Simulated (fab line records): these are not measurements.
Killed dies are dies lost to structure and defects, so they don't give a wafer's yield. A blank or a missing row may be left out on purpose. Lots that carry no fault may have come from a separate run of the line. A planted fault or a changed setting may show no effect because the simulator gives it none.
Struck lot and sound lot, side by side -- flow gf180mcu -- 15 out of 602 route steps
Sound: wafers L273.3, L273.4, L273.6. Wafers struck: L280.2, L280.4, L280.6. Last of all comes the cause.
Per side, at each step with rows, come the tool, then ch with its chambers, and then its first start. Under that, the readings that differ: sound wafers -- struck wafers -- difference of the means -- sigmas: that difference in standard deviations of wafers without a fault.
alike: same words and numbers on both sides, and readings whose means sit less than 2 such deviations apart. not compared: any withheld reading, any reading some wafer has no value for, any bound like >300 that may hide the same value, and any number with overlapping values for which the record gives no deviation.
A row with sigmas, a row that says differs or no value, or rows on one side alone: a step with any of these is where the two part. Numbers that don't overlap but have no deviation are shown without sigmas and don't part them. Lack of a reading on every wafer of one side parts them only where that side has two or more wafers.

GF_M2_SPUTTER_04: material TiN, target thk 50 nm, time 41.7 s.
  struck on pvd-sputter-04, day 23 10:56; sound on pvd-sputter-02, day 20 14:19
  alike: cathode-dc-power-W, throttle-valve-pct
GF_M2_RS_MEAS_05: uses a four-point probe to measure.
  struck on film-metro-02, day 23 10:59; sound on film-metro-02, day 20 14:24
  alike: M2_ALCU_RS
GF_M2_THK_MEAS_06: measures by xrf.
  struck on film-metro-02, day 23 11:06; sound on film-metro-02, day 20 14:30
  alike: M2_ALCU_THK
then, 7 steps without rows for these wafers: GF_M2_DEHYDRATE_07 (time 60 s); GF_M2_HMDS_08 (prime time 60 s); GF_M2_COAT_09 (resist thk 1000 nm); GF_M2_SOFTBAKE_10 (time 60 s); GF_M2_EXPOSE_11 (exposes mask Metal2, target cd 280 nm); GF_M2_PEB_12 (peb time 90 s); GF_M2_DEVELOP_13 (develop time 60 s).
GF_M2_CD_MEAS_14 targets a cd of 280 nm.
  struck on cd-sem-02, day 24 09:55; sound on cd-sem-01, day 21 15:07
reading,sound,struck,difference,sigmas
cd-nm (nm),281.3 281.8 281.0,278.0 277.3 277.3,-3.8,-3
GF_M2_OVL_MEAS_15:
  struck on overlay-02, day 24 10:01; sound on overlay-01, day 21 15:13
  alike: M2_OVL
GF_M2_METAL_ETCH_16: etches the open film in Cl2/BCl3, stops on SiO2, target depth 750.8 nm, time 125.1 s.
  sound on rie-metal-04 ch 0,1, day 21 15:17; struck on rie-metal-01 ch 0,1, day 24 10:03
reading,sound,struck,difference,sigmas
chamber-pressure-mTorr (mTorr),7.987 8.009 7.987,9.607 9.609 9.590,+1.608,+99 or more
  alike: bias-w, drypump-motor-current-A, oes-product-au, throttle-valve-pct
  not compared: rf-hours-counter-h
GF_M2_STRIP_17: strips in O2/N2.
  sound on plasma-asher-04 ch 0,1, day 21 15:24; struck on plasma-asher-02 ch 0, day 24 10:10
reading,sound,struck,difference,sigmas
strip-time-to-endpoint-s (s),7.45 7.39 7.43,7.30 7.31 7.24,-0.14,-2
  alike: drypump-motor-current-A, heater-power-w, n2-flow-sccm, oes-product-au
  not compared: rf-hours-counter-h
-- the record jumps here: 9 days lie between the struck wafers' starts before and after (it left off in module M2 and takes up again in module PASSIVATION, whose first step shown is number 602 of the route) --
GF_PASSIVATION_PROBE_99:
  record: rows for the struck wafers here (prober-02, day 33 00:25), none for the sound ones

== WHERE THEY PART ==
At GF_M2_CD_MEAS_14 first; at GF_PASSIVATION_PROBE_99 last (within this record only).

WHY: whatever the simulator had introduced
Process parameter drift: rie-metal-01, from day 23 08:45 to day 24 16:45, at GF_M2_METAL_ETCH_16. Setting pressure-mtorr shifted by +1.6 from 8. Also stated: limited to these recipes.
